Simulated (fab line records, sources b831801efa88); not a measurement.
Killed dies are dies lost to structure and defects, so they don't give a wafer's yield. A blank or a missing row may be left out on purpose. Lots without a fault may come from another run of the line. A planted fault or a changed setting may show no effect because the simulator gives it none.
Chamber matching | flow sky130 | SKY_FIELD_ISO_ETCH_17 on rie_si-02: 4 sister chambers
The step etches Si in HBr/Cl2/O2, target depth 342 nm, time 97.7 s. 8 wafers are shown with their chamber, then 7 later ones without.

WAFERS WITH THEIR CHAMBER
wafer  | chamber | drypump_motor_current_A (A) | oes_product_au (a.u.)
L999.6 | 1       | 5.9                         | 1.005
L103.1 | 1       | 5.8                         | 1.013
L103.4 | 0       | 5.7                         | 1.008
L106.1 | 2       | 6.0                         | 1.013
L106.2 | 3       | 5.7                         | 1.003
L106.5 | 2       | 6.0                         | 1.001
L110.3 | 0       | 5.7                         | 1.008
L110.5 | 3       | 5.7                         | 0.996

WAFERS WITHOUT THEIR CHAMBER
wafer  | drypump_motor_current_A (A) | oes_product_au (a.u.)
L110.6 | 5.7                         | 1.006
L112.1 | 6.0                         | 1.005
L112.3 | 5.7                         | 1.003
L112.6 | 5.9                         | 1.010
L113.3 | 5.8                         | 1.009
L113.5 | 5.7                         | 1.009
L113.6 | 5.7                         | 1.004

WHICH CHAMBER EACH WENT THROUGH
wafer  | from the rows above          | in truth
L110.6 | can't be placed: 0 or 3      | 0
L112.1 | 2                            | 2
L112.3 | can't be placed: 3 or 0      | 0
L112.6 | can't be placed: 1 or 2      | 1
L113.3 | can't be placed: 1 or 0 or 3 | 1
L113.5 | can't be placed: 0 or 3      | 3
L113.6 | can't be placed: 0 or 3      | 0
Placed correctly: 1 of 7. Can't be placed from these rows: 6 (the true chamber is among the candidates in 6). Placed wrongly: 0.
How it was worked out, from the rows above alone: a wafer's distance from a chamber is the root of the sum, over the readings, of the square of ((its reading less the chamber's mean) divided by the reading's scatter). The wafer belongs to the nearest chamber; if the next one is less than 2 further off, it can't be placed. A chamber's mean is the mean of its shown wafers. The scatter: the root of (the sum of the squares of (reading less its chamber's mean) over the shown wafers, divided by (wafers less chambers)).
